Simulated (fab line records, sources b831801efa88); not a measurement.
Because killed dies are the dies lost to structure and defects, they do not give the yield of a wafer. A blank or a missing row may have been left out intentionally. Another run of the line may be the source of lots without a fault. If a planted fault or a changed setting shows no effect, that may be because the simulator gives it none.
The tool behind it: which one? + flow sky130 + 11 lots with 33 wafers sampled at 3 steps, on a route of 708 steps

## WHAT THE GAUGES READ, wafer by wafer
SKY_SD_N_TW_MEAS_12.
| lot  | measured     | on            | SD_N_TW        |
|------|--------------|---------------|----------------|
| L915 | day 27 16:00 | film_metro-02 | 3940 3925 3935 |
| L918 | day 29 00:46 | film_metro-02 | 3912 3900 3929 |
| L919 | day 29 06:03 | film_metro-03 | 3964 3966 3986 |
| L920 | day 29 11:51 | film_metro-03 | 3968 3980 3995 |
| L924 | day 30 20:46 | film_metro-03 | 4019 4019 3997 |
| L926 | day 31 15:34 | film_metro-03 | 4019 4010 4010 |
| L927 | day 32 00:27 | film_metro-03 | 3600 3606 3610 |
| L929 | day 32 17:37 | film_metro-03 | 3615 3618 3623 |
| L934 | day 34 07:37 | film_metro-02 | 3921 3918 3915 |
| L936 | day 34 22:42 | film_metro-04 | 3995 4022 4013 |
| L938 | day 35 11:43 | film_metro-04 | 4039 4023 4036 |

## TOOL THAT RAN EACH LOT (tool first, then ch and the chambers of the sampled wafers, then the start)
| lot  | SKY_SD_N_IMPLANT_09             | SKY_SD_N_STRIP_11                    |
|------|---------------------------------|--------------------------------------|
| L915 | implanter-02 ch 0, day 27 15:36 | plasma_asher-04 ch 0,1, day 27 15:54 |
| L918 | implanter-04 ch 0, day 29 00:22 | plasma_asher-01 ch 0,1, day 29 00:39 |
| L919 | implanter-04 ch 0, day 29 05:39 | plasma_asher-03 ch 0,1, day 29 05:57 |
| L920 | implanter-02 ch 0, day 29 11:27 | plasma_asher-04 ch 0,1, day 29 11:45 |
| L924 | implanter-04 ch 0, day 30 20:23 | plasma_asher-04 ch 0,1, day 30 20:39 |
| L926 | implanter-02 ch 0, day 31 15:11 | plasma_asher-03 ch 0,1, day 31 15:27 |
| L927 | implanter-04 ch 0, day 32 00:03 | plasma_asher-04 ch 0, day 32 00:21   |
| L929 | implanter-04 ch 0, day 32 17:14 | plasma_asher-04 ch 0,1, day 32 17:30 |
| L934 | implanter-03 ch 0, day 34 07:14 | plasma_asher-03 ch 0,1, day 34 07:30 |
| L936 | implanter-02 ch 0, day 34 22:18 | plasma_asher-03 ch 0,1, day 34 22:36 |
| L938 | implanter-02 ch 0, day 35 11:20 | plasma_asher-04 ch 0,1, day 35 11:36 |
- SKY_SD_N_IMPLANT_09
- SKY_SD_N_STRIP_11: strips in O2/N2.

## THE ANSWER, worked out from the rows above alone
Rule: what is usual is taken from the lots themselves. Put in order of their means at a reading, lots are off if they are a third of the lots or fewer, leave a main group of 4 or more, and stand apart from it by a gap of 3 or more times the standard deviation of the main group's means; of several such gaps the widest counts. A main group is skipped when, at the precision printed for the reading in the tables above, its means are all equal. Also off: a lot with no number at a reading for which 4 or more lots have one. Where the step has rows for the other lots, those lots are counted as sound.
Off: at SKY_SD_N_TW_MEAS_12 (SD_N_TW), L927, L929. Main group: mean 3976, sd 42.
A tool fits if, at a process step before that reading, it ran every lot that is off, and no sound lot after the first of them. The gauges at SKY_SD_N_TW_MEAS_12 are tried like those tools. 2 tools fit, implanter-04 at SKY_SD_N_IMPLANT_09 and film_metro-03 at SKY_SD_N_TW_MEAS_12, so this cannot tell which one it is.

## WHAT THE SIMULATOR HAD PUT IN
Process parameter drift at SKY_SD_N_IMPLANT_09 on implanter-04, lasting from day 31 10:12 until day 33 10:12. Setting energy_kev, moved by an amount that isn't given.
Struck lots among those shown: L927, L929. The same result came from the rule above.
